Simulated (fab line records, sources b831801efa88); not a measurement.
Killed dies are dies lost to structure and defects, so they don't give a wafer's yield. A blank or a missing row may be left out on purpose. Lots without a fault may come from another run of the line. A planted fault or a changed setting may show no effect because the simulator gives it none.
fab line records | flow sky130
record lots=13 wafers=39 last_day=50
route steps=708 shown VIA1@478 METAL2@497 PAD_OPEN@708
lots that met no fault: from a run of the same line without faults
start_h: hours from the record's first day to the start of the lot's first wafer shown | wait_h: hours since the lot's step before | " the same as in the row above | L1.1+2: a row that stands for several wafers | - no value, or no start given | * or withheld: withheld | < > ~ a bound
route shown NAME@n: a module of which the file shows steps, and the number in the route of the first | usual: mean/standard deviation of fault-free wafers | same: alike in all rows | chamber/n: place in a boat | sites: the reading at each site | _std_site: their standard deviation | _edge_site: outer sites' mean less inner sites' | radius_mm: how far each site lies from the wafer's centre | mask NAME#n: copy n | behind: the tool/chamber that last shaped the wafer | hold: why the lot was held/for how many hours/how that ended | device: the transistor (n, p or np) that didn't switch | end of line: the same wafers' tests at the end of the route | a step without rows: its recipe alone | killed: dies lost to structure and defects at the first sort, not the wafer's yield | map: a wafer's dies, x killed, . not, _ none there
set.NAME: the setting as run; set.NAME@STEP: as run at that earlier step | model.NAME: the simulator's own value behind a step, which no gauge read
steps of the route over a sample of lots; a table a step, a row a wafer
services: from which hour (start_h, from the record's first day; less than 0 if before it) a tool's chamber was out of use, for how many hours, and why
## steps
# step SKY_VIA1_SPUTTER_20
# recipe material=TiN target_thk_nm=20 chamber_pressure_pa=5 power_w=4000 time_s=80
# usual throttle_valve_pct=30.2/0.97
# columns lot.wafer tool chamber start_h wait_h throttle_valve_pct
L914.2 pvd_sputter-01 - 787.71 0.0 31.1
L914.3 " - " " 29.4
L914.5 " - " " 30.6
L916.1 pvd_sputter-02 - 809.24 0.0 29.5
L916.2 " - " " 31.4
L916.4 " - " " 31.5
L918.1 pvd_sputter-01 - 817.62 0.0 28.7
L918.2 " - " " 31.3
L918.5 " - " " 28.9
L920.1 pvd_sputter-02 - 843.91 0.0 31.4
L920.4 " - " " 31.2
L920.6 " - " " 29.3
L922.2 pvd_sputter-01 - 855.87 0.0 31.3
L922.5 " - " " 30.7
L922.6 " - " " 29.3
L923.2 pvd_sputter-02 - 868.38 0.0 31.4
L923.4 " - " " 31.7
L923.6 " - " " 29.7
L927.1 pvd_sputter-01 - 894.91 0.0 28.7
L927.2 " - " " 31.3
L927.5 " - " " 31.3
L928.1 pvd_sputter-02 - 903.53 0.0 31.4
L928.4 " - " " 31.1
L928.6 " - " " 31.5
L930.1 pvd_sputter-01 - 916.50 0.0 28.9
L930.4 " - " " 28.8
L930.6 " - " " 28.9
L932.1 pvd_sputter-03 - 924.33 0.0 29.4
L932.3 " - " " 29.8
L932.6 " - " " 30.7
L933.1 pvd_sputter-03 - 943.37 0.0 30.9
L933.3 " - " " 29.6
L933.6 " - " " 29.4
L935.1 pvd_sputter-03 - 946.06 0.0 30.6
L935.4 " - " " 29.5
L935.6 " - " " 29.6
L934.1 pvd_sputter-03 - 954.21 0.0 29.3
L934.3 " - " " 30.4
L934.5 " - " " 29.6
# step SKY_VIA1_RS_MEAS_22
# recipe thk_meas_gauge=four-point-probe reads=W_of_VIA1_CVD_21+TiN_of_VIA1_SPUTTER_20
# usual VIA1_W_RS=0.422/0.0045
# columns lot.wafer tool chamber start_h wait_h VIA1_W_RS[ohm/sq]
L914.2 film_metro-01 - 787.88 0.1 0.421
L914.3 " - " " 0.414
L914.5 " - " " 0.416
L916.1 film_metro-01 - 809.39 0.1 0.420
L916.2 " - " " 0.420
L916.4 " - " " 0.420
L918.1 film_metro-02 - 817.78 0.1 0.417
L918.2 " - " " 0.424
L918.5 " - " " 0.422
L920.1 film_metro-01 - 844.07 0.1 0.417
L920.4 " - " " 0.414
L920.6 " - " " 0.417
L922.2 film_metro-03 - 856.05 0.1 0.429
L922.5 " - " " 0.428
L922.6 " - " " 0.430
L923.2 film_metro-02 - 868.55 0.1 0.426
L923.4 " - " " 0.423
L923.6 " - " " 0.422
L927.1 film_metro-01 - 895.07 0.1 0.421
L927.2 " - " " 0.423
L927.5 " - " " 0.418
L928.1 film_metro-03 - 903.68 0.1 0.418
L928.4 " - " " 0.418
L928.6 " - " " 0.419
L930.1 film_metro-03 - 916.66 0.1 0.422
L930.4 " - " " 0.425
L930.6 " - " " 0.426
L932.1 film_metro-03 - 924.48 0.1 0.418
L932.3 " - " " 0.429
L932.6 " - " " 0.423
L933.1 film_metro-02 - 943.53 0.1 0.418
L933.3 " - " " 0.421
L933.6 " - " " 0.424
L935.1 film_metro-03 - 946.22 0.1 0.423
L935.4 " - " " 0.430
L935.6 " - " " 0.424
L934.1 film_metro-03 - 954.37 0.1 0.423
L934.3 " - " " 0.421
L934.5 " - " " 0.417
# step SKY_METAL2_DEVELOP_14
# recipe develop_time_s=60 resist=KrF-thick dev_temp_c=21
# usual developer_temp_C=21.01/0.1
# columns lot.wafer tool chamber start_h wait_h developer_temp_C
L914.2 litho_track-01 0 813 - 21.14
L914.3 " 0 " " 21.05
L914.5 " 0 " " 21.15
L916.1 litho_track-04 0 835 - 20.86
L916.2 " 0 " " 20.75
L916.4 " 0 " " 20.93
L918.1 litho_track-01 0 845 - 21.05
L918.2 " 0 " " 20.96
L918.5 " 0 " " 20.85
L920.1 litho_track-01 0 870 - 21.03
L920.4 " 0 " " 21.14
L920.6 " 0 " " 21.09
L922.2 litho_track-03 0 882 - 21.90
L922.5 " 0 " " 21.83
L922.6 " 0 " " 21.93
L923.2 litho_track-03 0 894 - 21.91
L923.4 " 0 " " 22.00
L923.6 " 0 " " 21.82
L927.1 litho_track-04 0 920 - 21.10
L927.2 " 0 " " 21.07
L927.5 " 0 921 - 21.12
L928.1 litho_track-01 0 928 - 21.04
L928.4 " 0 " " 20.93
L928.6 " 0 " " 21.05
L930.1 litho_track-01 0 942 - 21.00
L930.4 " 0 " " 20.74
L930.6 " 0 " " 20.87
L932.1 litho_track-04 0 950 - 21.10
L932.3 " 0 " " 21.08
L932.6 " 0 " " 21.09
L933.1 litho_track-03 0 967 - 21.05
L933.3 " 0 968 - 20.92
L933.6 " 0 " " 21.07
L935.1 litho_track-03 0 970 - 20.94
L935.4 " 0 " " 20.91
L935.6 " 0 " " 20.83
L934.1 litho_track-04 0 978 - 20.89
L934.3 " 0 " " 21.06
L934.5 " 0 " " 20.79
# step SKY_METAL2_OVL_MEAS_16
# usual METAL2_OVL=-1/5.2
# columns lot.wafer tool chamber start_h wait_h METAL2_OVL[nm]
L914.2 overlay-01 - 814.01 0.1 3
L914.3 " - " " 2
L914.5 " - " " 3
L916.1 overlay-02 - 835.84 0.1 -3
L916.2 " - " " -11
L916.4 " - " " -4
L918.1 overlay-02 - 845.31 0.1 -3
L918.2 " - " " -3
L918.5 " - " " -8
L920.1 overlay-02 - 871.06 0.1 -3
L920.4 " - " " -6
L920.6 " - " " -1
L922.2 overlay-01 - 882.40 0.1 -1
L922.5 " - " " 3
L922.6 " - " " -5
L923.2 overlay-02 - 894.55 0.1 -5
L923.4 " - " " 1
L923.6 " - " " 2
L927.1 overlay-01 - 921.24 0.1 -4
L927.2 " - " " -2
L927.5 " - " " 1
L928.1 overlay-02 - 929.06 0.1 1
L928.4 " - " " 5
L928.6 " - " " 7
L930.1 overlay-01 - 942.31 0.1 -8
L930.4 " - " " -5
L930.6 " - " " -4
L932.1 overlay-02 - 950.44 0.1 2
L932.3 " - " " 0
L932.6 " - " " 12
L933.1 overlay-01 - 968.25 0.1 -2
L933.3 " - " " 1
L933.6 " - " " 3
L935.1 overlay-02 - 971.10 0.1 -4
L935.4 " - " " -11
L935.6 " - " " -12
L934.1 overlay-02 - 978.59 0.1 2
L934.3 " - " " 0
L934.5 " - " " -2
# step SKY_PAD_OPEN_PROBE_99
# usual defect_limited_yield=82.1/1.9 killed_at_M0_to_M3=44/7.3 killed_at_M4_up=3.5/1.8 killed_at_contacts=24/5.8 killed_at_front_end=16/4.3 killed_at_other=0.5/0.68 killed_dies=88/9.4 killed_open=48/6.8 killed_short=40/6.1 sort_bin_3_pad_short=0.9/0.39 sort_bin_5_function=10.5/1.4 sort_bin_6_memory=6.4/1.1 sort_n_pass=404/9.4 sort_yield_pct=82.1/1.9
# same gross_dies=492 killed_at_back_side=0 sort_bin_4_leakage[%]=0 sort_bin_8_speed[%]=0
# columns lot.wafer tool chamber start_h wait_h defect_limited_yield[%] killed_at_M0_to_M3 killed_at_M4_up killed_at_contacts killed_at_front_end killed_at_other killed_dies killed_open killed_short sort_bin_3_pad_short[%] sort_bin_5_function[%] sort_bin_6_memory[%] sort_n_pass sort_yield_pct[%]
L927.1 prober-02 - 1153.74 0.1 82.3 43 4 21 19 0 87 44 42 2.2 9.3 6.1 405 82.3
L927.2 prober-02 - 1153.79 0.1 83.3 30 8 27 17 0 82 44 38 1.0 10.8 4.9 410 83.3
L927.5 prober-02 - 1153.94 0.2 80.9 42 5 38 8 1 94 47 45 1.0 11.8 6.3 398 80.9
L928.1 prober-02 - 1162.44 0.1 78.5 52 9 28 17 0 106 55 50 0.6 12.8 8.1 386 78.5
L928.4 prober-02 - 1162.59 0.2 86.0 30 7 24 8 0 69 33 36 0.8 7.1 6.1 423 86.0
L928.6 prober-02 - 1162.69 0.2 81.7 40 7 22 21 0 90 52 37 1.4 11.6 5.3 402 81.7
L930.1 prober-02 - 1170.25 0.1 80.1 52 4 20 19 3 98 51 44 1.0 10.6 8.3 394 80.1
L930.4 prober-02 - 1170.40 0.2 83.1 38 4 24 17 0 83 43 40 1.0 10.0 5.9 409 83.1
L930.6 prober-02 - 1170.50 0.2 84.3 46 2 20 9 0 77 44 33 0.6 8.1 6.9 415 84.3
# killed by level:class
L927.1 CONTACT:geometric_particle:open=11 VIA1:geometric_particle:open=11 METAL2:geometric_particle:short=7 FIELD_ISO:geometric_particle:short=5 METAL1:geometric_particle:short=5 VIA3:geometric_particle:open=5 POLY_GATE:geometric_particle:open=4 METAL4:geometric_particle:short=4
L927.2 LI_CONTACT:geometric_particle:open=9 LOCAL_INTERCONNECT:geometric_particle:short=8 VIA3:geometric_particle:open=8 CONTACT:geometric_particle:open=7 METAL4:geometric_particle:short=7 VIA1:geometric_particle:open=7 POLY_GATE:geometric_particle:short=5 FIELD_ISO:geometric_particle:open=4
L927.5 CONTACT:geometric_particle:open=15 VIA1:geometric_particle:open=10 LI_CONTACT:geometric_particle:open=7 LOCAL_INTERCONNECT:geometric_particle:short=7 METAL1:geometric_particle:short=6 VIA1:geometric_particle:short=5 FIELD_ISO:geometric_particle:short=4 VIA3:geometric_particle:short=4
L928.1 VIA1:geometric_particle:open=13 CONTACT:geometric_particle:open=9 METAL4:geometric_particle:short=8 METAL1:geometric_particle:short=7 FIELD_ISO:geometric_particle:open=6 LI_CONTACT:geometric_particle:open=6 LOCAL_INTERCONNECT:geometric_particle:short=6 METAL2:geometric_particle:short=6
L928.4 CONTACT:geometric_particle:open=10 METAL2:geometric_particle:short=6 CONTACT:geometric_particle:short=6 VIA1:geometric_particle:open=6 LI_CONTACT:geometric_particle:open=5 VIA3:geometric_particle:open=4 METAL4:geometric_particle:short=4 LOCAL_INTERCONNECT:geometric_particle:short=3
L928.6 VIA1:geometric_particle:open=9 VIA3:geometric_particle:open=9 FIELD_ISO:geometric_particle:open=7 CONTACT:geometric_particle:open=7 FIELD_ISO:geometric_particle:short=6 VIA2:geometric_particle:open=5 LOCAL_INTERCONNECT:geometric_particle:short=4 METAL4:geometric_particle:short=4
L930.1 VIA2:geometric_particle:open=12 CONTACT:geometric_particle:open=10 METAL1:geometric_particle:short=7 VIA1:geometric_particle:open=7 POLY_GATE:geometric_particle:open=6 VIA1:geometric_particle:short=6 METAL2:geometric_particle:short=6 FIELD_ISO:geometric_particle:short=5
L930.4 CONTACT:geometric_particle:open=9 VIA2:geometric_particle:open=8 VIA1:geometric_particle:open=7 FIELD_ISO:geometric_particle:short=5 VIA3:geometric_particle:short=5 LOCAL_INTERCONNECT:geometric_particle:short=5 CONTACT:geometric_particle:short=5 METAL1:geometric_particle:short=5
L930.6 VIA1:geometric_particle:open=10 CONTACT:geometric_particle:open=8 VIA2:geometric_particle:open=7 FIELD_ISO:geometric_particle:open=5 METAL2:geometric_particle:short=5 VIA3:geometric_particle:short=5 VIA3:geometric_particle:open=5 METAL1:geometric_particle:short=4
## services
# columns tool chamber start_h hours kind
pvd_sputter-02 - 785.65 0.6 repair
litho_track-04 - 793.79 - consumable_replace:filter
pvd_sputter-03 - 801.14 1.0 repair
pvd_sputter-03 - 819.52 11.9 repair
pvd_sputter-03 - 847.56 12.9 repair
pvd_sputter-02 - 904.34 5.0 repair
litho_track-01 - 936.88 - consumable_replace:filter
pvd_sputter-01 - 959.15 2.2 repair
## key
first_sign step=SKY_METAL2_DEVELOP_14 reading=developer_temp_C direction=up sigmas=8.7 usual=* struck=*
effect none on later readings
met_at SKY_METAL2_DEVELOP_14
struck_lots L922,L923
not_acting_at SKY_VIA1_SPUTTER_20,SKY_VIA1_RS_MEAS_22,SKY_METAL2_OVL_MEAS_16
fault kind=process_parameter_drift tool=litho_track-03 chamber=- onset_h=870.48 steps=SKY_METAL2_DEVELOP_14 channel=dev_temp_c offset=* shape=step end_h=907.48 acts_in=* stated=*
